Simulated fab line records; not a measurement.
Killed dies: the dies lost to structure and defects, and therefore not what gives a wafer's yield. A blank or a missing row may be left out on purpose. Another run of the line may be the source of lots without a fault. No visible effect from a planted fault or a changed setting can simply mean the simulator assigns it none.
fab line records	flow sky130
record lots=14	wafers=42	last-day=50
route steps=708 shown VT_ADJUST_LVTN@118 VT_ADJUST_NCORE@130 SONOS_TUNNEL@158
lots that met no fault: taken from a fault-free run of the same line
start-h: start of the lot's first displayed wafer, in hours after the record's first day	wait-h: hours from the lot's prior step to this one	" as in the row above	L1.1+2: one row covering several wafers at once	- no value present, or no start provided	* or withheld: withheld	< > ~ a bound
route shown NAME@n: names a module that has steps shown in the file, with the first one's number in the route	usual: the fault-free wafers' mean and standard deviation	same: alike in all rows	chamber/n: place in a boat	sites: per-site readings	_std_site: the values' standard deviation	_edge_site: outer sites' mean less inner sites'	radius-mm: how far each site lies from the wafer's centre	mask NAME#n: copy n	behind: the most recent tool/chamber to have shaped the wafer	hold: the reason the lot was held/the length of the hold in hours/how it ended	device: transistor that didn't switch, given as n, p or np	end of line: tests run on the same wafers once the route is complete	step lacking rows: just its recipe	killed: dies lost to structure and defects at the first sort, not the wafer's yield	map: a wafer's dies, x killed, . not, _ none there
set.NAME: the setting as run; set.NAME@STEP: as run at that earlier step	model.NAME: the simulator's own value behind a step, which no gauge read
a sample of lots followed through the steps of the route, with each step as a table and each wafer as a row
services: when a tool's chamber went out of use (start-h, in hours from the record's first day, below 0 if earlier), for how many hours, and the reason
## steps
# step SKY_VT_ADJUST_LVTN_TW_MEAS_21
# usual VT_ADJUST_LVTN_2_TW=186.9/2
lot.wafer	tool	chamber	start-h	wait-h	VT_ADJUST_LVTN_2_TW
L120.1	film-metro-01	-	161.89	0.1	189.8
L120.3	"	-	"	"	190.3
L120.4	"	-	"	"	191.0
L121.4	film-metro-03	-	167.90	0.1	185.9
L121.5	"	-	"	"	185.7
L121.6	"	-	"	"	186.9
L122.3	film-metro-03	-	178.81	0.1	184.0
L122.5	"	-	"	"	185.3
L122.6	"	-	"	"	185.5
L127.1	film-metro-01	-	209.29	0.1	189.6
L127.3	"	-	"	"	190.0
L127.4	"	-	"	"	190.5
L128.3	film-metro-01	-	219.39	0.1	188.4
L128.5	"	-	"	"	188.1
L128.6	"	-	"	"	188.3
L134.3	film-metro-03	-	260.59	0.1	184.2
L134.4	"	-	"	"	186.1
L134.5	"	-	"	"	186.2
L135.1	film-metro-04	-	261.52	0.1	187.5
L135.2	"	-	"	"	186.8
L135.4	"	-	"	"	187.4
L136.2	film-metro-03	-	268.28	0.1	184.3
L136.3	"	-	"	"	184.4
L136.6	"	-	"	"	183.5
L137.1	film-metro-04	-	284.52	0.1	186.4
L137.4	"	-	"	"	186.9
L137.5	"	-	"	"	186.5
L138.3	film-metro-03	-	284.84	0.1	183.5
L138.4	"	-	"	"	183.6
L138.5	"	-	"	"	183.3
L140.1	film-metro-03	-	297.77	0.1	186.0
L140.5	"	-	"	"	185.4
L140.6	"	-	"	"	186.2
L141.1	film-metro-04	-	303.74	0.1	188.0
L141.3	"	-	"	"	188.7
L141.4	"	-	"	"	188.9
L142.1	film-metro-03	-	313.62	0.1	185.4
L142.2	"	-	"	"	184.7
L142.5	"	-	"	"	184.3
L143.2	film-metro-01	-	319.78	0.1	188.1
L143.4	"	-	"	"	188.2
L143.6	"	-	"	"	187.9
# step SKY_VT_ADJUST_NCORE_TW_MEAS_11
# usual VT_ADJUST_NCORE_TW=218.3/1.2
lot.wafer	tool	chamber	start-h	wait-h	VT_ADJUST_NCORE_TW
L120.1	film-metro-04	-	182.84	0.1	218.2
L120.3	"	-	"	"	218.0
L120.4	"	-	"	"	217.9
L121.4	film-metro-02	-	188.87	0.1	217.5
L121.5	"	-	"	"	218.4
L121.6	"	-	"	"	217.3
L122.3	film-metro-02	-	200.45	0.1	218.4
L122.5	"	-	"	"	217.3
L122.6	"	-	"	"	218.7
L127.1	film-metro-01	-	230.94	0.1	219.9
L127.3	"	-	"	"	218.7
L127.4	"	-	"	"	221.5
L128.3	film-metro-01	-	241.31	0.1	219.3
L128.5	"	-	"	"	219.4
L128.6	"	-	"	"	219.2
L134.3	film-metro-04	-	284.71	0.1	217.7
L134.4	"	-	"	"	217.4
L134.5	"	-	"	"	218.1
L135.1	film-metro-04	-	285.24	0.1	218.2
L135.2	"	-	"	"	217.2
L135.4	"	-	"	"	217.7
L136.2	film-metro-04	-	292.78	0.1	219.2
L136.3	"	-	"	"	218.3
L136.6	"	-	"	"	219.7
L137.1	film-metro-04	-	309.54	0.1	218.6
L137.4	"	-	"	"	218.6
L137.5	"	-	"	"	217.6
L138.3	film-metro-04	-	310.39	0.1	218.0
L138.4	"	-	"	"	220.3
L138.5	"	-	"	"	220.0
L140.1	film-metro-04	-	323.39	0.1	216.7
L140.5	"	-	"	"	217.9
L140.6	"	-	"	"	218.1
L141.1	film-metro-02	-	329.69	0.1	215.6
L141.3	"	-	"	"	216.9
L141.4	"	-	"	"	217.7
L142.1	film-metro-04	-	341.39	0.1	218.8
L142.2	"	-	"	"	218.2
L142.5	"	-	"	"	219.1
L143.2	film-metro-02	-	346.73	0.1	216.1
L143.4	"	-	"	"	216.6
L143.6	"	-	"	"	216.5
# step SKY_SONOS_TUNNEL_EXPOSE_04
# recipe mask-id=TUNM	na=0.6	source-shape=conventional	sigma-outer=0.6	polarization=unpolarized	target-cd-nm=410	dose-mj=136
# usual exposure-dose-mJ-cm2=135.89/0.14	focus-offset-nm=-0.1/0.52
lot.wafer	tool	chamber	start-h	wait-h	mask	exposure-dose-mJ-cm2	focus-offset-nm
L120.1	iline-stepper-02	0	236.77	-	TUNM#0	135.91	-0.1
L120.3	"	0	"	"	TUNM#0	136.00	0.5
L120.4	"	0	"	"	TUNM#0	136.02	0.5
L121.4	iline-stepper-02	0	243.29	-	TUNM#0	135.92	-0.6
L121.5	"	0	"	"	TUNM#0	135.87	1.2
L121.6	"	0	"	"	TUNM#0	135.92	0.5
L122.3	iline-stepper-01	0	257.26	-	TUNM#0	135.82	-0.5
L122.5	"	0	"	"	TUNM#0	135.88	-0.8
L122.6	"	0	"	"	TUNM#0	135.75	0.2
L127.1	iline-stepper-02	-	290.92	-	TUNM#0	-	-
L127.3	"	-	"	"	TUNM#0	-	-
L127.4	"	-	"	"	TUNM#0	-	-
L128.3	iline-stepper-01	-	303.31	-	TUNM#0	-	-
L128.5	"	-	"	"	TUNM#0	-	-
L128.6	"	-	"	"	TUNM#0	-	-
L134.3	iline-stepper-01	0	349.95	-	TUNM#0	135.91	0.0
L134.4	"	0	"	"	TUNM#0	136.03	0.0
L134.5	"	0	"	"	TUNM#0	135.84	-0.7
L135.1	iline-stepper-02	0	351.42	-	TUNM#0	135.59	0.3
L135.2	"	0	"	"	TUNM#0	135.75	0.0
L135.4	"	0	"	"	TUNM#0	135.85	-0.2
L136.2	iline-stepper-01	0	358.68	-	TUNM#0	135.81	-1.6
L136.3	"	0	"	"	TUNM#0	135.89	-0.6
L136.6	"	0	"	"	TUNM#0	135.97	0.1
L137.1	iline-stepper-01	0	377.25	-	TUNM#0	135.87	-0.7
L137.4	"	0	"	"	TUNM#0	136.02	-0.1
L137.5	"	0	"	"	TUNM#0	135.85	-0.3
L138.3	iline-stepper-02	0	379.59	-	TUNM#0	135.90	-0.4
L138.4	"	0	"	"	TUNM#0	135.81	0.1
L138.5	"	0	"	"	TUNM#0	135.78	-0.8
L140.1	iline-stepper-01	0	393.34	-	TUNM#0	135.77	0.0
L140.5	"	0	"	"	TUNM#0	135.70	0.1
L140.6	"	0	"	"	TUNM#0	135.67	0.9
L141.1	iline-stepper-01	0	398.24	-	TUNM#0	135.68	0.4
L141.3	"	0	"	"	TUNM#0	135.74	0.2
L141.4	"	0	"	"	TUNM#0	135.92	-0.1
L142.1	iline-stepper-01	0	410.70	-	TUNM#0	135.89	-0.4
L142.2	"	0	"	"	TUNM#0	136.02	-0.4
L142.5	"	0	"	"	TUNM#0	135.86	-0.3
L143.2	iline-stepper-01	0	417.76	-	TUNM#0	135.68	-1.4
L143.4	"	0	"	"	TUNM#0	135.77	0.8
L143.6	"	0	"	"	TUNM#0	135.69	0.3
# step SKY_SONOS_TUNNEL_TW_MEAS_12
# usual SONOS_TUNNEL_TW=196.6/2
lot.wafer	tool	chamber	start-h	wait-h	SONOS_TUNNEL_TW
L120.1	film-metro-04	-	249.15	0.0	197.5
L120.3	"	-	"	"	196.8
L120.4	"	-	"	"	197.9
L121.4	film-metro-04	-	255.70	0.0	195.9
L121.5	"	-	"	"	195.8
L121.6	"	-	"	"	196.3
L122.3	film-metro-01	-	269.39	0.0	198.3
L122.5	"	-	"	"	198.6
L122.6	"	-	"	"	198.8
L127.1	film-metro-04	-	304.32	0.0	196.5
L127.3	"	-	"	"	198.1
L127.4	"	-	"	"	197.1
L128.3	film-metro-03	-	316.68	0.0	193.5
L128.5	"	-	"	"	193.7
L128.6	"	-	"	"	193.8
L134.3	film-metro-03	-	364.34	0.0	196.4
L134.4	"	-	"	"	195.5
L134.5	"	-	"	"	196.1
L135.1	film-metro-03	-	366.22	0.0	196.9
L135.2	"	-	"	"	196.1
L135.4	"	-	"	"	197.0
L136.2	film-metro-04	-	372.71	0.0	197.9
L136.3	"	-	"	"	197.1
L136.6	"	-	"	"	198.4
L137.1	film-metro-01	-	390.92	0.0	199.7
L137.4	"	-	"	"	198.2
L137.5	"	-	"	"	199.0
L138.3	film-metro-03	-	393.33	0.0	194.9
L138.4	"	-	"	"	194.3
L138.5	"	-	"	"	193.1
L140.1	film-metro-01	-	408.24	0.0	199.2
L140.5	"	-	"	"	197.8
L140.6	"	-	"	"	198.2
L141.1	film-metro-04	-	413.42	0.0	195.6
L141.3	"	-	"	"	194.7
L141.4	"	-	"	"	194.4
L142.1	film-metro-04	-	426.25	0.0	193.3
L142.2	"	-	"	"	194.8
L142.5	"	-	"	"	194.8
L143.2	film-metro-04	-	433.24	0.0	197.5
L143.4	"	-	"	"	197.7
L143.6	"	-	"	"	198.0
## services
tool	chamber	start-h	hours	kind
iline-stepper-01	-	253.32	1.7	pm
iline-stepper-02	-	263.15	2.5	repair
iline-stepper-02	-	280.30	1.7	pm
iline-stepper-01	-	288.07	4.4	pm
iline-stepper-02	-	294.80	8.9	pm
iline-stepper-02	0	337.94	-	calibration
iline-stepper-01	-	370.16	2.1	pm
iline-stepper-01	-	372.24	-	consumable-replace:lamp
## key
first-sign step=SKY_SONOS_TUNNEL_EXPOSE_04	reading=tool-record	direction=missing
effect none on later readings
met-at SKY_SONOS_TUNNEL_EXPOSE_04
struck-lots L127,L128
later-rows-left-out L127.1,L127.3,L127.4,L128.3,L128.5,L128.6
sort-left-out L127.1,L127.3,L127.4,L128.3,L128.5,L128.6
tester-left-out L127,L128
not-acting-at SKY_VT_ADJUST_LVTN_TW_MEAS_21,SKY_VT_ADJUST_NCORE_TW_MEAS_11,SKY_SONOS_TUNNEL_TW_MEAS_12
onset-between 257.26 290.92
fault kind=skipped-step-whole	tool=iline-stepper-01,iline-stepper-02	chamber=-	onset-h=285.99	steps=SKY_SONOS_TUNNEL_EXPOSE_04	scope=struck-lots-only
# tester-left-out: of these lots the tester's yield and bins aren't shown, on N5 and GAA mostly nor the transistor test; their killed dies are dies lost to structure and defects alone, not to doping, threshold or leakage, so they don't give the yield
# sort-left-out: the simulated sort isn't trusted on such a fault, so these wafers' sort isn't shown, and their yield isn't known
# later-rows-left-out: the simulator's readings of these wafers behind a module that went badly wrong aren't trusted and aren't shown, but for the sort
